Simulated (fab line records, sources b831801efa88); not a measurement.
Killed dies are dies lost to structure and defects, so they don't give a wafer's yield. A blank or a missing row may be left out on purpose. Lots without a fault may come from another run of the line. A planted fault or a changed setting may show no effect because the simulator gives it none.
Which tool did it? | flow gf180mcu | 12 lots, 35 wafers sampled, at 6 steps of a route of 602

WHAT THE GAUGES READ, wafer by wafer
GF_CONTACT_THK_MEAS_01.
lot  | measured     | on            | CONTACT_CVD_00_THK (nm)
L519 | day 15 01:35 | film_metro-01 | 298.3 297.9 301.6
L520 | day 15 11:23 | film_metro-04 | 300.6 302.1 299.7
L521 | day 16 07:04 | film_metro-01 | 304.3 297.6 299.2
L522 | day 16 16:37 | film_metro-03 | 295.6 298.9 296.4
L523 | day 16 18:27 | film_metro-04 | 295.4 299.2 298.7
L528 | day 18 18:23 | film_metro-03 | 297.4 298.3 299.2
L529 | day 18 23:00 | film_metro-01 | 297.3 296.1 303.8
L531 | day 19 06:32 | film_metro-04 | 304.6 300.3 296.6
L532 | day 19 22:53 | film_metro-03 | 299.6 298.5 300.7
L534 | day 20 12:49 | film_metro-04 | 302.1 302.8
L540 | day 22 15:14 | film_metro-01 | 293.0 294.0 297.5
L542 | day 23 15:23 | film_metro-01 | 296.2 304.0 296.7

GF_CONTACT_RS_MEAS_25: measures by four-point-probe.
lot  | measured     | on            | CONTACT_W_RS (ohm/sq)
L519 | day 16 00:40 | film_metro-01 | 0.387 0.386 0.384
L520 | day 16 10:14 | film_metro-03 | 0.377 0.378 0.381
L521 | day 17 14:27 | film_metro-04 | 0.378 0.378 0.375
L522 | day 17 16:35 | film_metro-03 | 0.382 0.376 0.378
L523 | day 17 19:41 | film_metro-03 | 0.379 0.377 0.379
L528 | day 19 20:47 | film_metro-01 | 0.385 0.385 0.382
L529 | day 20 01:20 | film_metro-04 | 0.384 0.383 0.383
L531 | day 20 08:28 | film_metro-04 | 0.379 0.378 0.378
L532 | day 21 00:40 | film_metro-01 | 0.375 0.377 0.620
L534 | day 21 14:19 | film_metro-01 | 0.379 0.611
L540 | day 23 16:06 | film_metro-01 | 0.380 0.378 0.376
L542 | day 24 13:47 | film_metro-01 | 0.381 0.384 0.382

GF_CONTACT_THK_MEAS_26: measures by xrf.
lot  | measured     | on            | CONTACT_W_THK (nm)
L519 | day 16 00:45 | film_metro-01 | 291 292 296
L520 | day 16 10:20 | film_metro-03 | 305 306 302
L521 | day 17 14:34 | film_metro-04 | 301 303 305
L522 | day 17 16:43 | film_metro-03 | 297 304 301
L523 | day 17 19:48 | film_metro-03 | 301 301 301
L528 | day 19 20:54 | film_metro-01 | 295 295 297
L529 | day 20 01:26 | film_metro-04 | 299 300 299
L531 | day 20 08:35 | film_metro-04 | 304 305 305
L532 | day 21 00:46 | film_metro-01 | 302 300 183
L534 | day 21 14:26 | film_metro-01 | 299 186
L540 | day 23 16:13 | film_metro-01 | 298 301 301
L542 | day 24 13:54 | film_metro-01 | 300 295 298

WHICH TOOL RAN EACH LOT (tool, then ch and the chambers of the sampled wafers, then the start)
lot  | GF_CONTACT_CVD_02               | GF_CONTACT_SPUTTER_23        | GF_CONTACT_CVD_24
L519 | pecvd-03 ch 0,1,2, day 15 01:39 | pvd_sputter-01, day 16 00:28 | cvd_w-01 ch 0,1, day 16 00:32
L520 | pecvd-03 ch 0,1, day 15 11:25   | pvd_sputter-01, day 16 10:03 | cvd_w-02 ch 0,1, day 16 10:07
L521 | pecvd-04 ch 0,1,2, day 16 07:07 | pvd_sputter-04, day 17 06:38 | cvd_w-02 ch 0,1, day 17 14:21
L522 | pecvd-01 ch 0,1, day 16 16:41   | pvd_sputter-04, day 17 16:28 | cvd_w-02 ch 0,1, day 17 16:29
L523 | pecvd-04 ch 0,1, day 16 18:31   | pvd_sputter-01, day 17 19:32 | cvd_w-02 ch 0,1, day 17 19:34
L528 | pecvd-01 ch 0,2, day 18 18:27   | pvd_sputter-03, day 19 20:38 | cvd_w-01 ch 0,1, day 19 20:41
L529 | pecvd-03 ch 0,1,2, day 18 23:02 | pvd_sputter-04, day 20 01:09 | cvd_w-01 ch 0,1, day 20 01:13
L531 | pecvd-03 ch 0,2, day 19 06:35   | pvd_sputter-04, day 20 08:20 | cvd_w-02 ch 0,1, day 20 08:22
L532 | pecvd-03 ch 0,1,2, day 19 22:55 | pvd_sputter-04, day 21 00:29 | cvd_w-02 ch 0,1, day 21 00:34
L534 | pecvd-03 ch 0,2, day 20 12:52   | pvd_sputter-01, day 21 14:11 | cvd_w-02 ch 0,1, day 21 14:13
L540 | pecvd-03 ch 0,1,2, day 22 15:17 | pvd_sputter-01, day 23 15:56 | cvd_w-01 ch 0,1, day 23 15:59
L542 | pecvd-01 ch 0,2, day 23 15:26   | pvd_sputter-01, day 24 13:38 | cvd_w-01 ch 0,1, day 24 13:41
- GF_CONTACT_CVD_02: deposits SiO2 from TEOS, target thk 860 nm, time 95.992 s.
- GF_CONTACT_SPUTTER_23: material TiN, target thk 10 nm, time 40 s.
- GF_CONTACT_CVD_24: deposits W, target thk 300 nm, time 90.339 s.

WHAT THE TOOLS THEMSELVES READ (means of the sampled wafers that have a number; where no wafer has one, the mark that the record gives instead)
GF_CONTACT_CVD_02.
lot  | tool     | heater_power_w (W)
L519 | pecvd-03 | 688
L520 | pecvd-03 | 680
L521 | pecvd-04 | 657
L522 | pecvd-01 | 708
L523 | pecvd-04 | 621
L528 | pecvd-01 | 583
L529 | pecvd-03 | 682
L531 | pecvd-03 | 763
L532 | pecvd-03 | 677
L534 | pecvd-03 | 779
L540 | pecvd-03 | 688
L542 | pecvd-01 | 650

GF_CONTACT_SPUTTER_23.
lot  | tool           | throttle_valve_pct (%)
L519 | pvd_sputter-01 | 29.3
L520 | pvd_sputter-01 | 29.0
L521 | pvd_sputter-04 | 30.5
L522 | pvd_sputter-04 | 30.3
L523 | pvd_sputter-01 | 29.5
L528 | pvd_sputter-03 | 29.1
L529 | pvd_sputter-04 | 30.2
L531 | pvd_sputter-04 | 30.3
L532 | pvd_sputter-04 | 30.2
L534 | pvd_sputter-01 | 30.2
L540 | pvd_sputter-01 | 28.8
L542 | pvd_sputter-01 | 29.0

GF_CONTACT_CVD_24.
lot  | tool     | heater_power_w (W)
L519 | cvd_w-01 | 870
L520 | cvd_w-02 | 888
L521 | cvd_w-02 | 891
L522 | cvd_w-02 | 885
L523 | cvd_w-02 | 889
L528 | cvd_w-01 | 843
L529 | cvd_w-01 | 850
L531 | cvd_w-02 | 884
L532 | cvd_w-02 | 887
L534 | cvd_w-02 | 888
L540 | cvd_w-01 | 857
L542 | cvd_w-01 | 833

THE ANSWER, worked out from the rows above alone
Rule: what is usual is taken from the lots themselves. Put in order of their means at a reading, lots are off if they are a third of the lots or fewer, leave a main group of 4 or more, and stand apart from it by a gap of 3 or more times the standard deviation of the main group's means; of several such gaps the widest counts. A main group whose means are all the same, to the digits that the tables above print for the reading, isn't used. A lot without any number at a reading at which 4 lots or more have one is off too. The other lots that the step has rows for count as sound. The gauges are gone through in route order, then the tools' own readings, and for those a lot's mean is taken as printed above. The first step at which some lot is off is used, and at that step the reading that is off furthest; a lot without a number counts as furthest.
Off: L532, L534, at GF_CONTACT_RS_MEAS_25 (CONTACT_W_RS). The main group: mean 0.380 ohm/sq, standard deviation 0.0029.
A tool fits if, at a process step before that reading, it ran every lot that is off, and no sound lot after the first of them. The gauges at GF_CONTACT_RS_MEAS_25 are tried like those tools. One fits: cvd_w-02 at GF_CONTACT_CVD_24. Its last sound lot is L531 (day 20 08:22), its first lot that is off L532 (day 21 00:34): a fault that began between those two fits.

WHAT THE SIMULATOR HAD PUT IN
Process parameter drift: cvd_w-02, from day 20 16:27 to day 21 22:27, at GF_CONTACT_CVD_24. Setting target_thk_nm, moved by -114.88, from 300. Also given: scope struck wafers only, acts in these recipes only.
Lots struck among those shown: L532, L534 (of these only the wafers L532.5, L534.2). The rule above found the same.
